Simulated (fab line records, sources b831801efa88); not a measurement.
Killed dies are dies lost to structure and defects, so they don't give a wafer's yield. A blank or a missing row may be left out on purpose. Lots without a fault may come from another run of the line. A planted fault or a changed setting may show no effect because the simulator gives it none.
Which tool did it? | flow sky130 | 24 lots, 72 wafers sampled, at 6 steps of a route of 708

WHAT THE GAUGES READ, wafer by wafer
SKY_VIA1_OVL_MEAS_13. Usual: VIA1_OVL 1 nm, standard deviation 5.9.
lot  | measured     | on         | VIA1_OVL (nm) | flag
L074 | day 34 03:34 | overlay-01 | 5 4 3         |
L075 | day 34 10:20 | overlay-01 | -1 6 -8       |
L076 | day 34 16:52 | overlay-02 | -2 5 -5       |
L077 | day 34 22:04 | overlay-02 | 2 5 -1        |
L078 | day 35 09:01 | overlay-01 | 2 3 2         |
L079 | day 35 15:31 | overlay-01 | -8 -3 -11     |
L080 | day 35 23:09 | overlay-01 | 3 -4 -4       |
L081 | day 36 10:32 | overlay-02 | -8 -10 0      |
L082 | day 36 18:58 | overlay-01 | 5 3 6         |
L083 | day 37 07:15 | overlay-01 | -2 0 1        |
L084 | day 37 07:39 | overlay-01 | 0 -2 -10      |
L085 | day 37 14:45 | overlay-02 | 6 4 -3        |
L086 | day 37 18:43 | overlay-01 | 7 7 3         |
L087 | day 38 00:16 | overlay-01 | 4 1 -8        |
L088 | day 38 18:34 | overlay-02 | 1 0 1         |
L089 | day 39 05:09 | overlay-02 | -4 -9 -7      |
L090 | day 39 05:44 | overlay-02 | 7 4 11        |
L091 | day 39 11:52 | overlay-01 | 6 9 -3        |
L092 | day 39 17:41 | overlay-02 | 3 5 3         |
L093 | day 39 22:16 | overlay-02 | 17 14 10      |
L094 | day 40 07:31 | overlay-01 | -2 2 5        |
L095 | day 40 08:37 | overlay-01 | -1 8 0        |
L096 | day 40 16:20 | overlay-01 | -4 -1 -4      |
L097 | day 40 18:52 | overlay-01 | 5 2 0         |

SKY_VIA2_THK_MEAS_01. Usual: VIA2_HDPCVD_THK 1215 nm, standard deviation 11.
lot  | measured     | on            | VIA2_HDPCVD_THK (nm) | flag
L074 | day 35 09:07 | film_metro-01 | 1218 1223 1218       |
L075 | day 35 15:25 | film_metro-01 | 1231 1213 1205       |
L076 | day 35 22:16 | film_metro-01 | 1237 1231 1212       |
L077 | day 36 03:12 | film_metro-04 | 1223 1221 1216       |
L078 | day 36 13:48 | film_metro-01 | 1222 1226 1203       |
L079 | day 36 20:16 | film_metro-03 | 1208 1208 1223       |
L080 | day 37 03:52 | film_metro-01 | 1216 1196 1198       |
L081 | day 37 15:35 | film_metro-03 | 1230 1203 1206       |
L082 | day 37 23:34 | film_metro-04 | 1201 1208 1205       |
L083 | day 38 11:52 | film_metro-04 | 1216 1218 1214       |
L084 | day 38 12:26 | film_metro-04 | 1203 1201 1215       |
L085 | day 38 19:14 | film_metro-01 | 1187 1187 1198       |
L086 | day 38 23:05 | film_metro-01 | 1218 1229 1225       |
L087 | day 39 04:20 | film_metro-01 | 1222 1239 1231       |
L088 | day 39 22:11 | film_metro-01 | 1221 1219 1216       |
L089 | day 40 08:20 | film_metro-01 | 1235 1211 1210       |
L090 | day 40 09:11 | film_metro-04 | 1204 1215 1215       |
L091 | day 40 14:48 | film_metro-01 | 1217 1222 1220       |
L092 | day 40 20:44 | film_metro-03 | 1215 1225 1225       |
L093 | day 41 01:19 | film_metro-04 | 1224 1211 1219       |
L094 | day 41 10:41 | film_metro-01 | 1202 1208 1198       |
L095 | day 41 12:04 | film_metro-04 | 1205 1217 1208       |
L096 | day 41 20:01 | film_metro-04 | 1224 1222 1218       |
L097 | day 41 21:17 | film_metro-01 | 1226 1219 1217       |

SKY_VIA4_THK_MEAS_01. Usual: VIA4_HDPCVD_THK 1740 nm, standard deviation 18.
lot  | measured     | on            | VIA4_HDPCVD_THK (nm) | flag
L074 | day 41 23:08 | film_metro-01 | 1726 1771 1731       |
L075 | day 42 04:37 | film_metro-01 | 1743 1714 1724       |
L076 | day 42 13:11 | film_metro-01 | 1773 1752 1741       |
L077 | day 42 16:51 | film_metro-04 | 1740 1752 1749       |
L078 | day 43 02:14 | film_metro-03 | 1755 1764 1751       |
L079 | day 43 07:35 | film_metro-04 | 1712 1722 1714       |
L080 | day 43 13:20 | film_metro-04 | 1752 1737 1735       |
L081 | day 43 21:41 | film_metro-01 | 1759 1744 1766       |
L082 | day 44 06:41 | film_metro-04 | 1729 1735 1696       |
L083 | day 44 19:59 | film_metro-03 | 1736 1769 1744       |
L084 | day 44 20:43 | film_metro-04 | 1737 1738 1756       |
L085 | day 45 02:10 | film_metro-03 | 1724 1735 1736       |
L086 | day 45 04:18 | film_metro-03 | 1746 1727 1759       |
L087 | day 45 08:46 | film_metro-03 | 1764 1752 1768       |
L088 | day 45 22:28 | film_metro-03 | 1709 1724 1719       |
L089 | day 46 08:02 | film_metro-01 | 1730 1716 1736       |
L090 | day 46 09:13 | film_metro-03 | 1727 1718 1712       |
L091 | day 46 13:18 | film_metro-01 | 1717 1730 1743       |
L092 | day 46 19:10 | film_metro-04 | 1766 1752 1763       |
L093 | day 46 23:18 | film_metro-04 | 1740 1721 1751       |
L094 | day 47 07:00 | film_metro-03 | 1736 1715 1706       |
L095 | day 47 08:59 | film_metro-04 | 1753 1768 1754       |
L096 | day 47 14:56 | film_metro-03 | 1744 1738 1752       |
L097 | day 47 15:59 | film_metro-04 | 1768 1767 1732       |

SKY_VIA4_BOW_MEAS_03. Usual: VIA4_BOW 77 um, standard deviation 8.1.
lot  | measured     | on            | VIA4_BOW (um) | flag
L074 | day 41 23:29 | film_metro-04 | 68 68 73      |
L075 | day 42 04:59 | film_metro-03 | 79 83 83      |
L076 | day 42 13:34 | film_metro-03 | 91 85 79      |
L077 | day 42 17:13 | film_metro-04 | 77 61 80      |
L078 | day 43 02:35 | film_metro-01 | 78 87 77      |
L079 | day 43 07:57 | film_metro-01 | 73 70 68      |
L080 | day 43 13:42 | film_metro-04 | 66 66 58      |
L081 | day 43 22:03 | film_metro-03 | 79 72 80      |
L082 | day 44 07:02 | film_metro-01 | 74 70 68      |
L083 | day 44 20:21 | film_metro-01 | 89 75 83      |
L084 | day 44 21:07 | film_metro-03 | 79 79 76      |
L085 | day 45 02:31 | film_metro-03 | 76 70 64      |
L086 | day 45 04:40 | film_metro-01 | 82 90 83      |
L087 | day 45 09:09 | film_metro-03 | 79 70 64      |
L088 | day 45 22:50 | film_metro-01 | 89 86 85      |
L089 | day 46 08:51 | film_metro-01 | 82 79 73      |
L090 | day 46 10:03 | film_metro-04 | 72 69 60      |
L091 | day 46 13:40 | film_metro-03 | 72 79 55      |
L092 | day 46 19:32 | film_metro-03 | 89 74 75      |
L093 | day 46 23:40 | film_metro-01 | 85 70 81      |
L094 | day 47 07:22 | film_metro-03 | 83 83 88      |
L095 | day 47 10:14 | film_metro-01 | 78 82 77      |
L096 | day 47 15:18 | film_metro-04 | 83 90 74      |
L097 | day 47 16:22 | film_metro-04 | 76 87 81      |

WHICH TOOL RAN EACH LOT (tool, then ch and the chambers of the sampled wafers, then the start)
lot  | SKY_METAL1_SPUTTER_03        | SKY_VIA3_ETCH_14
L074 | pvd_sputter-04, day 31 20:01 | rie_diel-02 ch 1,2,3, day 39 19:44
L075 | pvd_sputter-02, day 32 02:37 | rie_diel-02 ch 1,2,3, day 40 00:46
L076 | pvd_sputter-02, day 32 09:51 | rie_diel-02 ch 0,2,3, day 40 09:01
L077 | pvd_sputter-04, day 32 14:45 | rie_diel-02 ch 0,1,2, day 40 12:44
L078 | pvd_sputter-02, day 33 02:34 | rie_diel-02 ch 0,2,3, day 40 23:43
L079 | pvd_sputter-04, day 33 08:21 | rie_diel-02 ch 0,1,3, day 41 04:28
L080 | pvd_sputter-03, day 33 16:42 | rie_diel-03 ch 1,3, day 41 12:07
L081 | pvd_sputter-03, day 34 04:25 | rie_diel-01 ch 0,2,3, day 41 20:47
L082 | pvd_sputter-04, day 34 12:54 | rie_diel-02 ch 0,1,2, day 42 05:28
L083 | pvd_sputter-03, day 35 00:29 | rie_diel-01 ch 0,1, day 42 17:52
L084 | pvd_sputter-04, day 35 01:26 | rie_diel-02 ch 2,3, day 42 19:56
L085 | pvd_sputter-02, day 35 09:35 | rie_diel-03 ch 0,2, day 42 23:58
L086 | pvd_sputter-04, day 35 13:19 | rie_diel-02 ch 0,1,2, day 43 03:31
L087 | pvd_sputter-04, day 35 18:46 | rie_diel-03 ch 0,2, day 43 08:58
L088 | pvd_sputter-02, day 36 12:19 | rie_diel-02 ch 0,2,3, day 43 23:40
L089 | pvd_sputter-03, day 36 23:34 | rie_diel-03 ch 1,2,3, day 44 09:14
L090 | pvd_sputter-02, day 37 00:16 | rie_diel-03 ch 1,2,3, day 44 11:13
L091 | pvd_sputter-03, day 37 08:08 | rie_diel-01 ch 1,3, day 44 14:46
L092 | pvd_sputter-03, day 37 15:01 | rie_diel-01 ch 1,2,3, day 44 21:37
L093 | pvd_sputter-02, day 37 18:13 | rie_diel-01 ch 1,2,3, day 45 02:19
L094 | pvd_sputter-03, day 38 04:28 | rie_diel-02 ch 0,2,3, day 45 10:13
L095 | pvd_sputter-04, day 38 05:37 | rie_diel-03 ch 0,1,2, day 45 11:04
L096 | pvd_sputter-03, day 38 12:54 | rie_diel-01 ch 3, day 45 17:25
L097 | pvd_sputter-02, day 38 15:04 | rie_diel-02 ch 0,3, day 45 18:25
- SKY_METAL1_SPUTTER_03: material Ti, target thk 5 nm, time 3.3 s.
- SKY_VIA3_ETCH_14: etches BARC in N2/H2, stops on SiO2, time 45.9 s, target depth 60 nm.

WHAT THE TOOLS THEMSELVES READ (means of the sampled wafers that have a number; where no wafer has one, the mark that the record gives instead)
SKY_METAL1_SPUTTER_03. Usual: cathode_dc_power_W 3000.0 W, standard deviation 0.5; throttle_valve_pct 30.7 %, standard deviation 1.1.
lot  | tool           | cathode_dc_power_W (W) | throttle_valve_pct (%) | flag
L074 | pvd_sputter-04 | 3000.2                 | 30.4                   |
L075 | pvd_sputter-02 | 2999.9                 | 31.0                   |
L076 | pvd_sputter-02 | 2999.6                 | 30.4                   |
L077 | pvd_sputter-04 | 3000.4                 | 30.0                   |
L078 | pvd_sputter-02 | 3000.3                 | 31.3                   |
L079 | pvd_sputter-04 | 2999.9                 | 30.9                   |
L080 | pvd_sputter-03 | 3000.2                 | 31.3                   |
L081 | pvd_sputter-03 | 2999.7                 | 30.8                   |
L082 | pvd_sputter-04 | 3000.2                 | 30.0                   |
L083 | pvd_sputter-03 | 3000.1                 | 30.0                   |
L084 | pvd_sputter-04 | 3000.2                 | 30.2                   |
L085 | pvd_sputter-02 | 3000.0                 | 30.7                   |
L086 | pvd_sputter-04 | 2999.9                 | 30.0                   |
L087 | pvd_sputter-04 | 2999.9                 | 30.2                   |
L088 | pvd_sputter-02 | 3000.3                 | 30.5                   |
L089 | pvd_sputter-03 | 3000.1                 | 32.4                   |
L090 | pvd_sputter-02 | 2999.7                 | 30.6                   |
L091 | pvd_sputter-03 | 3000.1                 | 31.3                   |
L092 | pvd_sputter-03 | 2999.9                 | 30.2                   |
L093 | pvd_sputter-02 | 2999.4                 | 31.2                   |
L094 | pvd_sputter-03 | 3000.2                 | 32.6                   |
L095 | pvd_sputter-04 | 2999.7                 | 30.6                   |
L096 | pvd_sputter-03 | 2999.8                 | 29.6                   |
L097 | pvd_sputter-02 | 2999.7                 | 31.2                   |

SKY_VIA3_ETCH_14. Usual: drypump_motor_current_A 5.6 A, standard deviation 0.53; oes_product_au 0.855 a.u., standard deviation 0.0055; rf_fwd_power_W 494.6 W, standard deviation 2.4; throttle_valve_pct 13.225 %, standard deviation 0.009.
lot  | tool        | drypump_motor_current_A (A) | oes_product_au (a.u.) | rf_fwd_power_W (W) | throttle_valve_pct (%) | flag
L074 | rie_diel-02 | 5.7                         | 0.861                 | 495.8              | 13.232                 |
L075 | rie_diel-02 | 5.7                         | 0.856                 | 496.3              | 13.215                 |
L076 | rie_diel-02 | 5.7                         | 0.854                 | 495.9              | 13.222                 |
L077 | rie_diel-02 | 5.2                         | 0.859                 | 494.2              | 13.221                 |
L078 | rie_diel-02 | 5.7                         | 0.857                 | 496.4              | 13.228                 |
L079 | rie_diel-02 | 5.6                         | 0.851                 | 496.3              | 13.222                 |
L080 | rie_diel-03 | 5.7                         | 0.856                 | 497.1              | 13.230                 |
L081 | rie_diel-01 | 5.8                         | 0.854                 | 492.2              | 13.226                 |
L082 | rie_diel-02 | 5.2                         | 0.854                 | 497.9              | 13.224                 |
L083 | rie_diel-01 | 5.9                         | 0.855                 | 494.4              | 13.216                 |
L084 | rie_diel-02 | 5.9                         | 0.854                 | 497.1              | 13.213                 |
L085 | rie_diel-03 | 5.5                         | 0.858                 | 493.2              | 13.223                 |
L086 | rie_diel-02 | 5.2                         | 0.851                 | 495.2              | 13.215                 |
L087 | rie_diel-03 | 5.5                         | 0.853                 | 492.4              | 13.214                 |
L088 | rie_diel-02 | 5.7                         | 0.858                 | 495.1              | 13.222                 |
L089 | rie_diel-03 | 5.4                         | 0.856                 | 494.4              | 13.226                 |
L090 | rie_diel-03 | 5.4                         | 0.857                 | 493.8              | 13.230                 |
L091 | rie_diel-01 | 5.6                         | 0.857                 | 494.0              | 13.228                 |
L092 | rie_diel-01 | 5.7                         | 0.853                 | 492.2              | 13.226                 |
L093 | rie_diel-01 | 5.7                         | 0.854                 | 493.4              | 13.226                 |
L094 | rie_diel-02 | 5.7                         | 0.852                 | 494.9              | 13.228                 |
L095 | rie_diel-03 | 5.4                         | 0.853                 | 494.1              | 13.223                 |
L096 | rie_diel-01 | 5.6                         | 0.848                 | 491.8              | 13.214                 |
L097 | rie_diel-02 | 5.6                         | 0.845                 | 497.9              | 13.220                 |

THE ANSWER, worked out from the rows above alone
Rule: a lot is off if the mean of its wafers that have a number lies more than 3 standard deviations from the usual mean. A lot without any number at a reading at which 4 lots or more have one is off too. The other lots that the step has rows for count as sound. The gauges are gone through in route order, then the tools' own readings, and for those a lot's mean is taken as printed above. The first step at which some lot is off is used, and at that step the reading that is off furthest; a lot without a number counts as furthest.
No lot is off at any reading shown: from this, nothing can be told.

WHAT THE SIMULATOR HAD PUT IN
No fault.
